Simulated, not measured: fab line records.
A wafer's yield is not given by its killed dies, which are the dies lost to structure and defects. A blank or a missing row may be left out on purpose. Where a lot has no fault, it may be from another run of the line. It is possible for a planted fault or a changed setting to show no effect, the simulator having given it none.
A struck lot beside a sound one    flow sfq_line    25 out of 325 route steps
Sound: the wafers L877.1, L877.2, L877.5. Struck: wafer L887.3 (L887.2, L887.6, from the same lot, were not struck and are left out); the cause is given at the end.
For every step that has rows: the tool of each side, followed by ch and its chambers, followed by its first start. Under that, the readings that differ: sound wafers    struck wafers    difference of the means    sigmas: that difference in standard deviations of wafers without a fault.
alike: words and numbers the same on both sides, and readings whose means are apart by under 2 such deviations; not compared: readings that were withheld, readings missing a value for some wafer, numbers with overlapping values and no deviation given by the record, and bounds like >300 which may hide the same value.
The two part at a step that has a row with sigmas, a row that says differs or no value, or rows on one side only. When numbers do not overlap yet have no deviation, they are printed without sigmas and do not part them. A reading missing from all wafers of one side parts the sides only when that side holds two or more wafers.

first, 6 steps without rows for these wafers: SFQ_TRILAYER_M7_LITHO_COAT_182 (resist thk 62 nm); SFQ_TRILAYER_M7_LITHO_COAT_177 (resist thk 600 nm); SFQ_TRILAYER_M7_LITHO_SOFTBAKE_181; SFQ_TRILAYER_M7_LITHO_EXPOSE_178 (exposes mask M7, target cd 500 nm); SFQ_TRILAYER_M7_LITHO_PEB_180 (peb time 60 s); SFQ_TRILAYER_M7_LITHO_DEVELOP_179 (time 60 s).
SFQ_M7_OVL_MEAS_945:
  sound on overlay-02 at day 80 04:48; struck on overlay-01 at day 83 15:20
reading      sound   struck  difference  sigmas
M7_OVL (nm)  2 -1 0  13      +13         +2
SFQ_TRILAYER_M7_BARC_OPEN_METAL_ETCH_229: etches BARC in O2, target depth 125 nm, time 41.7 s.
  sound on rie_metal-02 ch 0,1, day 80 04:50; struck on rie_metal-01 ch 1, day 83 15:22
  alike: drypump_motor_current_A, oes_product_au
  not compared: rf_hours_counter_h
SFQ_TRILAYER_M7_ETCH_METAL_ETCH_180: etches Nb in Cl2/Ar, stops on SiO2, target depth 240 nm, time 120 s.
  sound on rie_metal-02 ch 0,1, day 80 04:53; struck on rie_metal-01 ch 1, day 83 15:25
  alike: drypump_motor_current_A, oes_product_au
  not compared: rf_hours_counter_h
SFQ_TRILAYER_M7_STRIP_STRIP_181: strips in O2.
  sound on rie_metal-02 ch 0,1, day 80 05:01; struck on rie_metal-01 ch 1, day 83 15:33
  alike: drypump_motor_current_A, oes_product_au
  not compared: rf_hours_counter_h
then, 1 step without rows for these wafers: SFQ_TRILAYER_M7_STRIP_SOLV_CLEAN_182 (cleans in NMP, time 600 s).
SFQ_TRILAYER_I7_DEP_PECVD_183: deposits SiO2 from SiH4/N2O, time 111.11 s, target thk 500 nm.
  sound on pecvd-03 ch 1,2, day 80 05:47; struck on pecvd-03 ch 0, day 83 16:19
  alike: heater_power_w, throttle_valve_pct
SFQ_TRILAYER_I7_CMP_CMP_184: polishes SiO2.
  sound on cmp-01 ch 0,2,3, day 80 08:46; struck on cmp-01 ch 0, day 83 20:59
reading                                              sound              struck  difference  sigmas
model.SiO2_of_TRILAYER_I7_DEP_PECVD_183.thk_nm (nm)  200.4 200.7 200.4  180.7   -19.8       
  alike: motor_current_A, retaining_ring_pressure_frac, time_to_endpoint_s
SFQ_I7_BOW_MEAS_946:
  sound on film_metro-04 at day 80 11:16; struck on film_metro-02 at day 83 22:30
  alike: I7_BOW
SFQ_TRILAYER_I7_METRO_MEASURE_185:
  sound on film_metro-04 at day 80 11:23; struck on film_metro-02 at day 83 22:48
reading      sound              struck  difference  sigmas
thk_nm (nm)  200.3 200.6 200.3  180.8   -19.6       -26
then, 6 steps without rows for these wafers: SFQ_TRILAYER_I7_VIA_LITHO_COAT_192 (resist thk 62 nm); SFQ_TRILAYER_I7_VIA_LITHO_COAT_187 (resist thk 650 nm); SFQ_TRILAYER_I7_VIA_LITHO_SOFTBAKE_191; SFQ_TRILAYER_I7_VIA_LITHO_EXPOSE_188 (exposes mask I7, target cd 1000 nm); SFQ_TRILAYER_I7_VIA_LITHO_PEB_190 (peb time 60 s); SFQ_TRILAYER_I7_VIA_LITHO_DEVELOP_189 (time 60 s).
-- the record jumps here: 4 days lie between the struck wafers' starts before and after --
SFQ_I7_OVL_MEAS_947:
  sound on overlay-01 at day 80 14:50; struck on overlay-02 at day 87 22:11
  alike: I7_OVL
SFQ_TRILAYER_I7_VIA_BARC_OPEN_VIA_ETCH_260: etches BARC in O2, target depth 125 nm, time 41.7 s.
  sound on rie_diel-03 ch 0,1,3, day 80 14:53; struck on rie_diel-02 ch 1, day 87 22:13
  alike: drypump_motor_current_A, oes_product_au
  not compared: rf_hours_counter_h
SFQ_TRILAYER_I7_VIA_ETCH_VIA_ETCH_190: etches SiO2 in CHF3, stops on Nb, target depth 260 nm.
  sound on rie_diel-03 ch 0,1,3, day 80 14:55; struck on rie_diel-02 ch 1, day 87 22:16
reading                         sound              struck  difference  sigmas
oes_product_au (a.u.)           0.860 0.858 0.862  0.810   -0.050      -9
model.etch.depth_nm (nm)        200.4 200.7 200.4  180.7   -19.8       
model.I7.feature_depth_nm (nm)  200.4 200.7 200.4  180.7   -19.8       
  alike: drypump_motor_current_A
then, 1 step without rows for these wafers: SFQ_TRILAYER_I7_VIA_STRIP_STRIP_191 (strips in O2).

## WHERE THEY PART
Earliest at SFQ_M7_OVL_MEAS_945; latest, in this record, at SFQ_TRILAYER_I7_VIA_ETCH_VIA_ETCH_190.

WHY: the cause the simulator had injected
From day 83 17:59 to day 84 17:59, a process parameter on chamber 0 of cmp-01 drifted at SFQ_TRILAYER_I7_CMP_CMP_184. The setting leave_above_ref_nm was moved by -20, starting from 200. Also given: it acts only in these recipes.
